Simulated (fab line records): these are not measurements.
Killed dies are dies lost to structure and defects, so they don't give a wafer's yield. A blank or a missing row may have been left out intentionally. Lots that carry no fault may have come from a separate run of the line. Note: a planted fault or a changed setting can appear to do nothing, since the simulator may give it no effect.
Comparing a struck lot with a sound one | flow sky130 | 28 steps out of a route of 708
Sound: the wafers L178.2, L178.5, L178.6. Wafers struck: L177.2, L177.3, L177.4. Last of all comes the cause.
Order at every step that has rows: each side's tool, ch and its chambers, its first start. Under that, the readings that differ: sound wafers | struck wafers | difference of the means | sigmas: that difference in standard deviations of wafers without a fault.
alike: readings with means less than 2 such deviations apart, plus words and numbers identical on both sides. not compared: withheld readings, readings lacking a value on some wafer, bounds such as >300 that could conceal the same value, and numbers that have no deviation in the record and whose values overlap.
A row with sigmas, a row that says differs or no value, or rows on one side alone: a step with any of these is where the two part. Non-overlapping numbers with no deviation appear without sigmas and do not part them. A reading missing from all wafers of one side parts the sides only when that side holds two or more wafers.

first, 1 step without rows for these wafers: SKY_DNWELL_IMPLANT_07.
SKY_DNWELL_STRIP_08: strips in O2/N2.
  sound on plasmaAsher-02 ch 0,1, day 5 13:11; struck on plasmaAsher-01 ch 0,1, day 5 01:44
  alike: chamberPressureMTorr, drypumpMotorCurrentA, n2FlowSccm, oesProductAu, stripTimeToEndpointS
  not compared: rfHoursCounterH
SKY_DNWELL_TW_MEAS_09:
  sound on filmMetro-04, day 5 13:17; struck on filmMetro-02, day 5 01:50
  alike: DNWELL_TW
then, 7 steps without rows for these wafers: SKY_PWDE_DEHYDRATE_00 (time 60 s); SKY_PWDE_HMDS_01 (prime time 60 s); SKY_PWDE_COAT_02 (resist thk 3000 nm); SKY_PWDE_SOFTBAKE_03; SKY_PWDE_EXPOSE_04 (exposes mask PWDEM, target cd 840 nm); SKY_PWDE_PEB_05; SKY_PWDE_DEVELOP_06 (develop time 60 s).
SKY_PWDE_OVL_MEAS_07:
  sound on overlay-01, day 6 06:47; struck on overlay-02, day 5 18:27
  alike: PWDE_OVL
next, for these wafers, 1 step has no rows: SKY_PWDE_IMPLANT_08.
SKY_PWDE_STRIP_09: strips in O2/N2.
  sound on plasmaAsher-04 ch 0,1, day 6 06:58; struck on plasmaAsher-03 ch 0,1, day 5 18:38
  no value came back on the struck wafers for any of 5 readings (chamberPressureMTorr (mTorr), drypumpMotorCurrentA (A) and others); on the sound wafers chamberPressureMTorr (mTorr) reads 1501.3 1498.2 1501.2
reading                               | sound | struck         | difference | sigmas
model.coat_of_PWDE_COAT_02.thkNm (nm) | 0 0 0 | 3005 2999 3006 | +3003      | 
  not compared: rfHoursCounterH
SKY_PWDE_TW_MEAS_10:
  sound on filmMetro-04, day 6 07:05; struck on filmMetro-02, day 5 18:44
  alike: PWDE_TW
then, 7 steps without rows for these wafers: SKY_NWELL_DEHYDRATE_03 (time 60 s); SKY_NWELL_HMDS_04 (prime time 60 s); SKY_NWELL_COAT_05 (resist thk 2983 nm); SKY_NWELL_SOFTBAKE_06; SKY_NWELL_EXPOSE_07 (exposes mask NWM, target cd 840 nm); SKY_NWELL_PEB_08; SKY_NWELL_DEVELOP_09 (develop time 60 s).
SKY_NWELL_OVL_MEAS_10:
  sound on overlay-01, day 7 01:09; struck on overlay-02, day 6 13:18
  alike: NWELL_00_OVL
then, 3 steps without rows for these wafers: SKY_NWELL_IMPLANT_11; SKY_NWELL_IMPLANT_12; SKY_NWELL_IMPLANT_13.
SKY_NWELL_STRIP_14: strips in O2/N2.
  sound on plasmaAsher-04 ch 0,1, day 7 01:38; struck on plasmaAsher-03 ch 0,1, day 6 13:47
reading                  | sound             | struck            | difference | sigmas
drypumpMotorCurrentA (A) | 6.2 6.2 5.8       | 5.1 5.7 5.2       | -0.7       | -2
oesProductAu (a.u.)      | 0.725 0.721 0.720 | 0.736 0.740 0.743 | +0.018     | +4
stripTimeToEndpointS (s) | 36.67 36.61 36.67 | 81.16 81.03 81.21 | +44.48     | +99 or more
  alike: chamberPressureMTorr, n2FlowSccm
  not compared: rfHoursCounterH
SKY_NWELL_TW_MEAS_15:
  sound on filmMetro-02, day 7 01:44; struck on filmMetro-01, day 6 14:07
reading  | sound          | struck   | difference | sigmas
NWELL_TW | 1789 1789 1785 | 30 30 30 | -1758      | -99 or more
  not compared: hold
SKY_PAD_OPEN_PROBE_99:
  the record holds rows for the sound wafers here (prober-02, day 48 08:21) but none for the struck ones

## WHERE THEY PART
Last at SKY_PAD_OPEN_PROBE_99 as far as this record goes, first at SKY_PWDE_STRIP_09.

WHY: the cause the simulator had injected
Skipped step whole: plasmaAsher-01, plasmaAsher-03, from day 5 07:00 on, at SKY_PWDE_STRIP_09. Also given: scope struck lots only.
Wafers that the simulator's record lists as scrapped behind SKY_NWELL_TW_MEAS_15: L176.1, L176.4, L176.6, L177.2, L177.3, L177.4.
